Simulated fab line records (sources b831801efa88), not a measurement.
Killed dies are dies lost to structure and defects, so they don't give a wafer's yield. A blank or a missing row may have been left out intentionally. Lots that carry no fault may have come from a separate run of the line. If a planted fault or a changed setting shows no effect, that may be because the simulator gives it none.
Which tool was responsible? || flow sky130 || 13 lots, 39 wafers sampled, at 3 steps of a route of 708

== WHAT EACH GAUGE READ, for each wafer ==
SKY_CAPM_THK_MEAS_01. Usual: CAPM_CVD_00_THK 15.58 nm, standard deviation 0.24.
{"lot": "L130", "measured": "day 36 17:17", "on": "film metro-02", "CAPM_CVD_00_THK (nm)": "15.17 15.61 15.58", "flag": ""}
{"lot": "L133", "measured": "day 38 11:20", "on": "film metro-04", "CAPM_CVD_00_THK (nm)": "15.59 15.29 15.91", "flag": ""}
{"lot": "L137", "measured": "day 40 07:46", "on": "film metro-04", "CAPM_CVD_00_THK (nm)": "15.54 15.40 15.86", "flag": ""}
{"lot": "L140", "measured": "day 40 08:50", "on": "film metro-04", "CAPM_CVD_00_THK (nm)": "15.54 15.84 16.50", "flag": ""}
{"lot": "L141", "measured": "day 40 12:23", "on": "film metro-01", "CAPM_CVD_00_THK (nm)": "15.62 15.60 15.79", "flag": ""}
{"lot": "L143", "measured": "day 40 16:16", "on": "film metro-04", "CAPM_CVD_00_THK (nm)": "15.21 15.77 15.64", "flag": ""}
{"lot": "L142", "measured": "day 40 19:33", "on": "film metro-01", "CAPM_CVD_00_THK (nm)": "15.67 15.44 15.63", "flag": ""}
{"lot": "L144", "measured": "day 41 04:40", "on": "film metro-02", "CAPM_CVD_00_THK (nm)": "15.36 15.86 15.51", "flag": ""}
{"lot": "L145", "measured": "day 41 07:44", "on": "film metro-02", "CAPM_CVD_00_THK (nm)": "15.54 15.78 15.67", "flag": ""}
{"lot": "L147", "measured": "day 42 06:35", "on": "film metro-01", "CAPM_CVD_00_THK (nm)": "15.73 15.88 15.84", "flag": ""}
{"lot": "L149", "measured": "day 42 07:43", "on": "film metro-01", "CAPM_CVD_00_THK (nm)": "15.38 15.08 15.24", "flag": ""}
{"lot": "L150", "measured": "day 42 18:53", "on": "film metro-02", "CAPM_CVD_00_THK (nm)": "15.25 15.43 15.63", "flag": ""}
{"lot": "L151", "measured": "day 42 21:50", "on": "film metro-01", "CAPM_CVD_00_THK (nm)": "15.61 15.21 15.85", "flag": ""}

SKY_CAP2M_OVL_MEAS_12. Usual: CAP2M_OVL 0.0 nm, standard deviation 1.4.
{"lot": "L130", "measured": "day 41 02:25", "on": "overlay-02", "CAP2M_OVL (nm)": "0.3 0.6 -0.1", "flag": ""}
{"lot": "L133", "measured": "day 42 16:07", "on": "overlay-01", "CAP2M_OVL (nm)": "0.8 0.7 0.5", "flag": ""}
{"lot": "L137", "measured": "day 44 10:11", "on": "overlay-01", "CAP2M_OVL (nm)": "2.8 0.6 0.1", "flag": ""}
{"lot": "L140", "measured": "day 44 11:02", "on": "overlay-01", "CAP2M_OVL (nm)": "-1.5 -0.7 0.7", "flag": ""}
{"lot": "L141", "measured": "day 44 13:28", "on": "overlay-01", "CAP2M_OVL (nm)": "0.9 0.9 -0.6", "flag": ""}
{"lot": "L143", "measured": "day 44 14:58", "on": "overlay-01", "CAP2M_OVL (nm)": "0.4 1.1 0.7", "flag": ""}
{"lot": "L142", "measured": "day 44 19:22", "on": "overlay-01", "CAP2M_OVL (nm)": "-1.5 0.4 0.5", "flag": ""}
{"lot": "L144", "measured": "day 45 04:55", "on": "overlay-02", "CAP2M_OVL (nm)": "-1.3 2.0 1.2", "flag": ""}
{"lot": "L145", "measured": "day 45 07:49", "on": "overlay-01", "CAP2M_OVL (nm)": "-2.3 -2.7 -1.9", "flag": ""}
{"lot": "L147", "measured": "day 46 04:52", "on": "overlay-01", "CAP2M_OVL (nm)": "1.6 1.5 0.5", "flag": ""}
{"lot": "L149", "measured": "day 46 05:05", "on": "overlay-02", "CAP2M_OVL (nm)": "-1.0 -0.5 0.4", "flag": ""}
{"lot": "L150", "measured": "day 46 14:25", "on": "overlay-01", "CAP2M_OVL (nm)": "-0.2 -1.7 -1.0", "flag": ""}
{"lot": "L151", "measured": "day 46 16:14", "on": "overlay-01", "CAP2M_OVL (nm)": "-1.3 0.5 -3.6", "flag": ""}

== TOOL THAT RAN EACH LOT (tool first, then ch and the chambers of the sampled wafers, then the start) ==
{"lot": "L130", "SKY_VIA3_CVD_21": "cvd w-01 ch 0,1, day 40 02:07"}
{"lot": "L133", "SKY_VIA3_CVD_21": "cvd w-01 ch 0,1, day 41 15:29"}
{"lot": "L137", "SKY_VIA3_CVD_21": "cvd w-02 ch 0,1, day 43 09:59"}
{"lot": "L140", "SKY_VIA3_CVD_21": "cvd w-02 ch 0,1, day 43 11:13"}
{"lot": "L141", "SKY_VIA3_CVD_21": "cvd w-02 ch 1, day 43 14:58"}
{"lot": "L143", "SKY_VIA3_CVD_21": "cvd w-02 ch 1, day 43 16:25"}
{"lot": "L142", "SKY_VIA3_CVD_21": "cvd w-02 ch 0,1, day 43 21:01"}
{"lot": "L144", "SKY_VIA3_CVD_21": "cvd w-02 ch 0,1, day 44 06:13"}
{"lot": "L145", "SKY_VIA3_CVD_21": "cvd w-02 ch 0,1, day 44 09:12"}
{"lot": "L147", "SKY_VIA3_CVD_21": "cvd w-02 ch 0,1, day 45 06:32"}
{"lot": "L149", "SKY_VIA3_CVD_21": "cvd w-01 ch 0,1, day 45 06:53"}
{"lot": "L150", "SKY_VIA3_CVD_21": "cvd w-01 ch 0,1, day 45 17:33"}
{"lot": "L151", "SKY_VIA3_CVD_21": "cvd w-01 ch 0,1, day 45 19:23"}
- SKY_VIA3_CVD_21: deposits W, target thk 390 nm, time 117.31 s.

== WHAT THE TOOLS THEMSELVES READ (means of the sampled wafers that have a number; where no wafer has one, the mark that the record gives instead) ==
SKY_VIA3_CVD_21. Usual: heater power w 840 W, standard deviation 65; susceptor temp C 399.98 C, standard deviation 0.22.
{"lot": "L130", "tool": "cvd w-01", "heater power w (W)": 897, "susceptor temp C (C)": 400.29, "flag": ""}
{"lot": "L133", "tool": "cvd w-01", "heater power w (W)": 892, "susceptor temp C (C)": 399.99, "flag": ""}
{"lot": "L137", "tool": "cvd w-02", "heater power w (W)": 801, "susceptor temp C (C)": 399.70, "flag": ""}
{"lot": "L140", "tool": "cvd w-02", "heater power w (W)": 808, "susceptor temp C (C)": 400.15, "flag": ""}
{"lot": "L141", "tool": "cvd w-02", "heater power w (W)": 805, "susceptor temp C (C)": 399.68, "flag": ""}
{"lot": "L143", "tool": "cvd w-02", "heater power w (W)": 804, "susceptor temp C (C)": 399.72, "flag": ""}
{"lot": "L142", "tool": "cvd w-02", "heater power w (W)": 817, "susceptor temp C (C)": 400.07, "flag": ""}
{"lot": "L144", "tool": "cvd w-02", "heater power w (W)": 815, "susceptor temp C (C)": 400.15, "flag": ""}
{"lot": "L145", "tool": "cvd w-02", "heater power w (W)": 813, "susceptor temp C (C)": 400.07, "flag": ""}
{"lot": "L147", "tool": "cvd w-02", "heater power w (W)": 801, "susceptor temp C (C)": 400.06, "flag": ""}
{"lot": "L149", "tool": "cvd w-01", "heater power w (W)": 862, "susceptor temp C (C)": 400.26, "flag": ""}
{"lot": "L150", "tool": "cvd w-01", "heater power w (W)": 838, "susceptor temp C (C)": 399.94, "flag": ""}
{"lot": "L151", "tool": "cvd w-01", "heater power w (W)": 909, "susceptor temp C (C)": 400.05, "flag": ""}

== THE ANSWER, worked out from the rows above alone ==
Rule: lot off if the mean of its wafers having a number is beyond 3 standard deviations from the usual mean. Also off: a lot with no number at a reading for which 4 or more lots have one. Any other lot the step has rows for is counted as sound. First the gauges in route order, then the tools' own readings, where a lot's mean is used as printed above. The first step at which some lot is off is used, and at that step the reading that is off furthest; a lot without a number counts as furthest.
Nothing can be told from this: no lot is off at any reading shown.

== WHAT THE SIMULATOR HAD INSERTED ==
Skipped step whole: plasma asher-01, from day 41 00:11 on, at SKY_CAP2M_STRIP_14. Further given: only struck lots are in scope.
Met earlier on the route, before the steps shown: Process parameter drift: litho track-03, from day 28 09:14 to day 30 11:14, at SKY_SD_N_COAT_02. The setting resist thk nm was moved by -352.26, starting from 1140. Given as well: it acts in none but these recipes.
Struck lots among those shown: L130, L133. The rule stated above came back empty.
